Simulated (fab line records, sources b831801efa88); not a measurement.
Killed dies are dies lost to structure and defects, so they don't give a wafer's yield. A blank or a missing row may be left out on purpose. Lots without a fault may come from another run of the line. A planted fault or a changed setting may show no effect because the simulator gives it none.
A struck lot beside a sound one | flow gf180mcu | 14 steps out of a route of 602
Sound: wafers L660.1, L660.2, L660.5. Struck: wafers L669.1, L669.2, L669.5. The cause comes at the end.
At each step with rows: each side's tool, then ch and its chambers, then its first start. Under that, the readings that differ: sound wafers | struck wafers | difference of the means | sigmas: that difference in standard deviations of wafers without a fault.
alike: readings whose means differ by less than 2 such deviations, and words and numbers that are the same on both sides. not compared: withheld readings, readings that some wafer has no value for, bounds like >300 that may hide the same value, and numbers for which the record gives no deviation and whose values overlap.
The two part at a step that has a row with sigmas, a row that says differs or no value, or rows on one side only. Numbers that don't overlap but have no deviation are shown without sigmas and don't part them. A reading that every wafer of one side lacks parts them only if that side has two wafers or more.

first, 3 steps without rows for these wafers: GF_V4_EXPOSE_11 (exposes mask Via4, target cd 260 nm); GF_V4_PEB_12 (peb time 90 s); GF_V4_DEVELOP_13 (develop time 60 s).
GF_V4_CD_MEAS_14: target cd 260 nm.
  sound on cd_sem-01, day 26 06:18; struck on cd_sem-01, day 29 03:09
  alike: cd_nm
GF_V4_OVL_MEAS_15:
  sound on overlay-01, day 26 06:25; struck on overlay-01, day 29 03:16
  alike: V4_OVL
GF_V4_ETCH_16: etches BARC in N2/H2.
  sound on rie_diel-02 ch 2,3, day 26 06:28; struck on rie_diel-02 ch 1,2, day 29 03:19
  alike: drypump_motor_current_A, oes_product_au, throttle_valve_pct
GF_V4_ETCH_17: etches SiO2 in C4F8/O2/Ar, stops on TiN, target depth 630 nm.
  sound on rie_diel-02 ch 2,3; struck on rie_diel-02 ch 1,2
  alike: oes_product_au
GF_V4_STRIP_18: strips in O2/N2.
  sound on plasma_asher-01 ch 0,1, day 26 06:35; struck on plasma_asher-01 ch 0,1, day 29 03:26
  alike: drypump_motor_current_A, heater_power_w, oes_product_au
  not compared: rf_hours_counter_h
then, 2 steps without rows for these wafers: GF_V4_STRIP_19 (strips in post etch residue remover, time 1200 s); GF_V4_CLEAN_20 (cleans in DIW).
GF_V4_SPUTTER_21: material Ti, target thk 15 nm, time 80.02 s.
  sound on pvd_sputter-03, day 26 07:07; struck on pvd_sputter-03, day 29 04:19
  alike: throttle_valve_pct
GF_V4_SPUTTER_22: material TiN, target thk 10 nm, time 40 s.
  sound on pvd_sputter-03, day 26 07:11; struck on pvd_sputter-03, day 29 04:23
  alike: throttle_valve_pct
GF_V4_CVD_23: deposits W, target thk 350 nm, time 104.9 s.
  sound on cvd_w-01 ch 0,1, day 26 07:13; struck on cvd_w-01 ch 0,1, day 29 04:25
  reading                          | sound             | struck          | difference | sigmas
  model.W_of_V4_CVD_23.thk_nm (nm) | 356.3 351.8 353.5 | 512.5 517.8 519 | +162.6     |
  alike: heater_power_w
GF_V4_RS_MEAS_24: measures by four-point-probe.
  sound on film_metro-04, day 26 07:20; struck on film_metro-04, day 29 04:49
  reading          | sound             | struck            | difference | sigmas
  V4_W_RS (ohm/sq) | 0.321 0.325 0.324 | 0.223 0.220 0.220 | -0.102     | -33
  not compared: hold

WHERE THEY PART
Only at GF_V4_RS_MEAS_24, within this record.

WHY: what the simulator had put in
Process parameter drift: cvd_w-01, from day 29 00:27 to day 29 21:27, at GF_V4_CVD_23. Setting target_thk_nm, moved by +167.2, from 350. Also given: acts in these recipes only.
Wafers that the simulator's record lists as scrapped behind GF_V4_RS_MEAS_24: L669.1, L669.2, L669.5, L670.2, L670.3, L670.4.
